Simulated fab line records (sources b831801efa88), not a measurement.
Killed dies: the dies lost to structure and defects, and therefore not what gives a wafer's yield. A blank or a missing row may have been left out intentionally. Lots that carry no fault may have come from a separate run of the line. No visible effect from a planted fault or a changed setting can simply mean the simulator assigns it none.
A struck lot beside a sound one    flow sfq_line    13 steps out of a route of 325
Sound: the wafers L325.1, L325.5, L325.6. The struck wafers were L315.4, L315.5, L315.6. The cause comes at the end.
Each step with rows lists, per side, the tool, then ch with its chambers, then its first start. Under that, the readings that differ: sound wafers    struck wafers    difference of the means    sigmas: that difference in standard deviations of wafers without a fault.
alike: readings whose means differ by less than 2 such deviations, and words and numbers that are the same on both sides. not compared: withheld readings, readings that some wafer has no value for, bounds like >300 that may hide the same value, and numbers for which the record gives no deviation and whose values overlap.
A row with sigmas, a row that says differs or no value, or rows on one side alone: a step with any of these is where the two part. Numbers that don't overlap but have no deviation are shown without sigmas and don't part them. A reading missing from all wafers of one side parts the sides only when that side holds two or more wafers.

SFQ_TRILAYER_I4_VIA_STRIP_STRIP_107: strips in O2.
  sound on rie_metal-04 ch 0,1, day 67 01:43; struck on rie_metal-04 ch 0,1, day 64 17:16
  alike: drypump_motor_current_A, oes_product_au
  not compared: rf_hours_counter_h
then, 2 steps without rows for these wafers: SFQ_TRILAYER_I4_VIA_STRIP_SOLV_CLEAN_108 (cleans in NMP, time 600 s); SFQ_TRILAYER_JJ_TRILAYER_DEP_PRE_CLEAN_113 (time 22.5 s).
SFQ_TRILAYER_JJ_TRILAYER_DEP_SPUTTER_109: material Nb, target thk 150 nm, time 100 s.
  sound on pvd_sputter-04 at day 67 02:31; struck on pvd_sputter-04 at day 64 17:53
  alike: throttle_valve_pct
SFQ_TRILAYER_JJ_TRILAYER_DEP_SPUTTER_110: material Al, target thk 8 nm, time 10 s.
  sound on pvd_sputter-04 at day 67 02:35; struck on pvd_sputter-04 at day 64 17:57
  alike: throttle_valve_pct
then, 1 step without rows for these wafers: SFQ_TRILAYER_JJ_TRILAYER_DEP_AL_OXIDATION_111 (oxidation time 600 s).
SFQ_TRILAYER_JJ_TRILAYER_DEP_SPUTTER_112: material Nb, target thk 170 nm, time 113.3 s.
  sound on pvd_sputter-04 at day 67 03:37; struck on pvd_sputter-04 at day 64 18:58
  alike: throttle_valve_pct
SFQ_JJ_RS_MEAS_929: the measuring method here is four-point-probe.
  sound on film_metro-03 at day 67 03:41; struck on film_metro-02 at day 64 19:07
  alike: JJ_NB_RS
then, 3 steps without rows for these wafers: SFQ_TRILAYER_JJ_CE_LITHO_COAT_119 (resist thk 62 nm); SFQ_TRILAYER_JJ_CE_LITHO_COAT_114 (resist thk 600 nm); SFQ_TRILAYER_JJ_CE_LITHO_SOFTBAKE_118.
-- the record jumps here: 4 days lie between the struck wafers' starts before and after --
SFQ_TRILAYER_JJ_CE_LITHO_EXPOSE_115: exposes mask J5, target cd 700 nm.
  sound on krf_scanner-01 ch 0, day 71 15:14; struck on krf_scanner-01, day 69 05:32
  no value came back on the struck wafers for exposure_dose_mJ_cm2, focus_offset_nm (nm), sigma_outer; on the sound wafers exposure_dose_mJ_cm2 reads 14.389 14.402 14.399
  alike: mask
then, 1 step without rows for these wafers: SFQ_TRILAYER_JJ_CE_LITHO_PEB_117 (peb time 60 s).

WHERE THEY PART
SFQ_TRILAYER_JJ_CE_LITHO_EXPOSE_115 only, going by this record.

WHY: the cause the simulator had injected
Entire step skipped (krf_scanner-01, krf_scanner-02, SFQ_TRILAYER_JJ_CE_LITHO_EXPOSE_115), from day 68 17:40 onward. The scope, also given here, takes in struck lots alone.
